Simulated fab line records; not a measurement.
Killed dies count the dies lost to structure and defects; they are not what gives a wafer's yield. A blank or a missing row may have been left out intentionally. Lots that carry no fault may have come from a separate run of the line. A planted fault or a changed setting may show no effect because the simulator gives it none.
Chamber matching -- flow gf180mcu -- 4 sister chambers for GF_V2_CMP_04 on cmp-01
The step polishes SiO2. 8 wafers are shown with their chamber, then 8 later ones without.

## EACH WAFER AND ITS CHAMBER
wafer,chamber,motor current A (A),time to endpoint s (s)
L507.6,0,10.5,83
L513.4,3,13.1,92
L514.3,0,10.7,85
L514.4,3,14.5,93
L516.3,2,13.5,79
L516.5,1,10.1,90
L516.6,2,13.3,84
L519.1,1,11.1,100

## WAFERS WITHOUT THEIR CHAMBER
wafer,motor current A (A),time to endpoint s (s)
L519.2,10.7,98
L519.4,14.0,105
L521.2,11.0,102
L520.2,14.3,106
L520.3,10.8,104
L528.1,10.6,80
L528.2,13.8,77
L528.6,10.6,80

## EACH ONE'S CHAMBER
wafer,from the rows above,in truth
L519.2,1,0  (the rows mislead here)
L519.4,3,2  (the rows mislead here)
L521.2,1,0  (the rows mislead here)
L520.2,3,3
L520.3,1,1
L528.1,0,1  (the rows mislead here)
L528.2,2,2
L528.6,0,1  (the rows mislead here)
Correct placement for 3 of the 8. Not placeable from these rows: 0. 5 placed wrongly.
How it was worked out, from the rows above alone: a wafer's distance from a chamber is the root of the sum, over the readings, of the square of ((its reading less the chamber's mean) divided by the reading's scatter). The wafer belongs to the nearest chamber; if the next one is less than 2 further off, it can't be placed. A chamber's mean is the mean of its shown wafers. The scatter: the root of (the sum of the squares of (reading less its chamber's mean) over the shown wafers, divided by (wafers less chambers)).
